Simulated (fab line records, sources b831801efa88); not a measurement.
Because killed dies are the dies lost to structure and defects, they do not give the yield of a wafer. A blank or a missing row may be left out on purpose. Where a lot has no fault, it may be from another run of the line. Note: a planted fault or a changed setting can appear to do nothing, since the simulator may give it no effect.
2 desks, one fault -- flow sky130 -- what lay behind the numbers comes last; until then each desk has only its own

THE TOOL OWNER'S DESK: ilineStepper-02
The tool's own readings at SKY_SONOS_TUNNEL_EXPOSE_04 (exposes mask TUNM, target cd 410 nm): means of the sampled wafers that have a number, for each lot that ran on this tool. Marked OUT: a lot whose mean sits more than 4 standard deviations from the usual mean, which makes it out of limits; the brackets give that distance.
Columns: A = exposureDoseMJCm2 at SKY_SONOS_TUNNEL_EXPOSE_04, usual 135.98
lot,first seen here,A
L757,day 10 20:34,135.95
L763,day 12 21:12,135.99
L765,day 13 09:12,136.08
L764,day 13 10:04,136.06
L770,day 15 16:01,134.29 (-14) OUT
L780,day 18 10:53,135.90
This desk finds L770 out of limits, L770 being first, at day 15 16:01 (exposureDoseMJCm2 at SKY_SONOS_TUNNEL_EXPOSE_04). L757, L763, L765, L764, L780: within limits.

METROLOGY DESK
Lot by lot, what the gauges showed, no matter which tool ran the lot: averages of those sampled wafers that carry a number. Marked OUT: a lot whose mean sits more than 4 standard deviations from the usual mean, which makes it out of limits; the brackets give that distance.
Columns: A = VT_ADJUST_LVTN_OVL at SKY_VT_ADJUST_LVTN_OVL_MEAS_07, usual -0.2 nm
lot,first seen here,A
L757,day 6 22:19,0.5
L758,day 7 00:52,0.4
L759,day 7 08:43,1.3
L763,day 8 13:10,-2.6
L765,day 8 23:55,-0.8
L764,day 9 00:53,-1.4
L770,day 10 22:16,0.2
L772,day 11 06:01,1.4
L777,day 12 09:37,1.0
L778,day 12 15:13,-0.4
L779,day 13 01:52,-0.7
L780,day 13 05:43,1.8
This desk's verdict: no lot among the 12 shows anything out of limits.

ALL TOGETHER
On L770, at day 15 16:01, an alarm was possible from the tool owner's desk.
The metrology desk saw nothing out of limits.
The metrology desk has L770 on record, within its limits.
Of the lots named, all ran SKY_SONOS_TUNNEL_EXPOSE_04 on ilineStepper-02.

WHAT THE SIMULATOR HAD PUT IN
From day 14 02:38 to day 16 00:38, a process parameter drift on ilineStepper-02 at SKY_SONOS_TUNNEL_EXPOSE_04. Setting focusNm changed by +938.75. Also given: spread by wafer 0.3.
Shown lots that were struck: L770.
Each desk's first reading out of limits, in hours after the fault started: the tool owner's desk, 37.
